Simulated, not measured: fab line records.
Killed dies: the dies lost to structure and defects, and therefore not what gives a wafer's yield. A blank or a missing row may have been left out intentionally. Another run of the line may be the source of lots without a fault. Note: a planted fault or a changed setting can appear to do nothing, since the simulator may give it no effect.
Which of the tools did it? | flow sky130 | 12 lots with 36 wafers sampled at 3 steps, on a route of 708 steps

== WHAT THE GAUGES SHOWED, per wafer ==
SKY_SONOS_ONO_OVL_MEAS_14. Usual: for SONOS_ONO_OVL the level is -0.9 nm and the standard deviation is 1.3.
lot  | measured     | on         | SONOS_ONO_OVL (nm) | flag
L215 | day 12 22:01 | overlay-02 | -0.5 1.0 -0.3      |
L218 | day 14 00:29 | overlay-01 | -2.0 -1.2 1.3      |
L219 | day 14 02:52 | overlay-01 | -1.0 -1.7 -0.5     |
L220 | day 14 12:46 | overlay-01 | -1.2 -2.1 -2.9     |
L221 | day 14 18:01 | overlay-01 | -0.1 0.2 -0.2      |
L223 | day 15 17:58 | overlay-02 | 0.5 -0.2 0.3       |
L224 | day 15 19:52 | overlay-01 | -1.1 -1.1 -1.8     |
L228 | day 17 03:11 | overlay-01 | -0.8 -0.5 -0.2     |
L235 | day 19 15:58 | overlay-01 | -0.8 -0.4 -0.5     |
L237 | day 20 08:11 | overlay-01 | -0.7 1.3 -1.4      |
L236 | day 20 12:04 | overlay-01 | -0.5 -1.5 -1.5     |
L238 | day 21 04:22 | overlay-02 | 0.5 0.0 -0.6       |

SKY_GATE_OXIDE_OVL_MEAS_10. Usual: for GATE_OXIDE_OVL the level is -0.2 nm and the standard deviation is 1.3.
lot  | measured     | on         | GATE_OXIDE_OVL (nm) | flag
L215 | day 14 02:31 | overlay-01 | -1.0 -0.3 -0.9      |
L218 | day 15 04:20 | overlay-01 | -0.8 0.1 -0.9       |
L219 | day 15 08:49 | overlay-02 | -0.5 -0.1 -0.6      |
L220 | day 15 17:26 | overlay-01 | 0.7 1.8 -1.5        |
L221 | day 16 00:41 | overlay-02 | 0.1 0.8 3.0         |
L223 | day 17 01:17 | overlay-01 | -0.9 -0.9 1.4       |
L224 | day 17 03:39 | overlay-02 | 0.8 1.9 0.0         |
L228 | day 18 10:53 | overlay-02 | -1.2 0.8 1.4        |
L235 | day 21 02:27 | overlay-01 | 0.5 -0.4 0.6        |
L237 | day 21 16:44 | overlay-01 | -1.3 -1.7 -2.6      |
L236 | day 21 20:59 | overlay-01 | 0.1 -2.0 -0.5       |
L238 | day 22 13:17 | overlay-02 | 0.1 -0.6 -1.6       |

== TOOL THAT RAN EACH LOT (tool first, then ch and the chambers of the sampled wafers, then the start) ==
lot  | SKY_SONOS_ONO_STRIP_17
L215 | plasma-asher-03 ch 0,1, day 12 22:10
L218 | plasma-asher-03 ch 0,1, day 14 00:38
L219 | plasma-asher-02 ch 0,1, day 14 03:01
L220 | plasma-asher-03 ch 0,1, day 14 12:55
L221 | plasma-asher-02 ch 0,1, day 14 18:10
L223 | plasma-asher-03 ch 0,1, day 15 18:07
L224 | plasma-asher-04 ch 0,1, day 15 20:01
L228 | plasma-asher-03 ch 0,1, day 17 03:22
L235 | plasma-asher-04 ch 0,1, day 19 16:07
L237 | plasma-asher-04 ch 0,1, day 20 08:20
L236 | plasma-asher-04 ch 0,1, day 20 12:23
L238 | plasma-asher-02 ch 0,1, day 21 04:36
- SKY_SONOS_ONO_STRIP_17: strips in O2/N2.

== WHAT THE TOOLS THEMSELVES READ (means of the sampled wafers that have a number; where no wafer has one, the mark that the record gives instead) ==
SKY_SONOS_ONO_STRIP_17. Usual: drypump-motor-current-A 6.0 A, standard deviation 0.45; oes-product-au 0.710 a.u., standard deviation 0.0046; strip-time-to-endpoint-s 14.09 s, standard deviation 0.036.
lot  | tool            | drypump-motor-current-A (A) | oes-product-au (a.u.) | strip-time-to-endpoint-s (s) | flag
L215 | plasma-asher-03 | 6.0                         | 0.712                 | 14.02                        |
L218 | plasma-asher-03 | 6.0                         | 0.705                 | 14.04                        |
L219 | plasma-asher-02 | 5.6                         | 0.711                 | 14.14                        |
L220 | plasma-asher-03 | 6.3                         | 0.713                 | 14.10                        |
L221 | plasma-asher-02 | 5.6                         | 0.710                 | 14.09                        |
L223 | plasma-asher-03 | 6.3                         | 0.706                 | 14.11                        |
L224 | plasma-asher-04 | 6.2                         | 0.708                 | 14.06                        |
L228 | plasma-asher-03 | 6.3                         | 0.711                 | 14.12                        |
L235 | plasma-asher-04 | 6.2                         | 0.710                 | 14.08                        |
L237 | plasma-asher-04 | 6.1                         | 0.709                 | 14.07                        |
L236 | plasma-asher-04 | 6.1                         | 0.714                 | 14.16                        |
L238 | plasma-asher-02 | 5.9                         | 0.712                 | 14.11                        |

== THE ANSWER, worked out from the rows above alone ==
Rule: take the mean of a lot's wafers that have a number; if it is more than 3 standard deviations from the usual mean, the lot is off. A lot without any number at a reading at which 4 lots or more have one is off too. The other lots that the step has rows for count as sound. Order of review: gauges by route order, followed by the tools' own readings, for which a lot's mean as printed above is used. The first step at which some lot is off is used, and at that step the reading that is off furthest; a lot without a number counts as furthest.
None of the lots is off at any reading shown; this tells nothing.

== WHAT THE SIMULATOR HAD PUT IN ==
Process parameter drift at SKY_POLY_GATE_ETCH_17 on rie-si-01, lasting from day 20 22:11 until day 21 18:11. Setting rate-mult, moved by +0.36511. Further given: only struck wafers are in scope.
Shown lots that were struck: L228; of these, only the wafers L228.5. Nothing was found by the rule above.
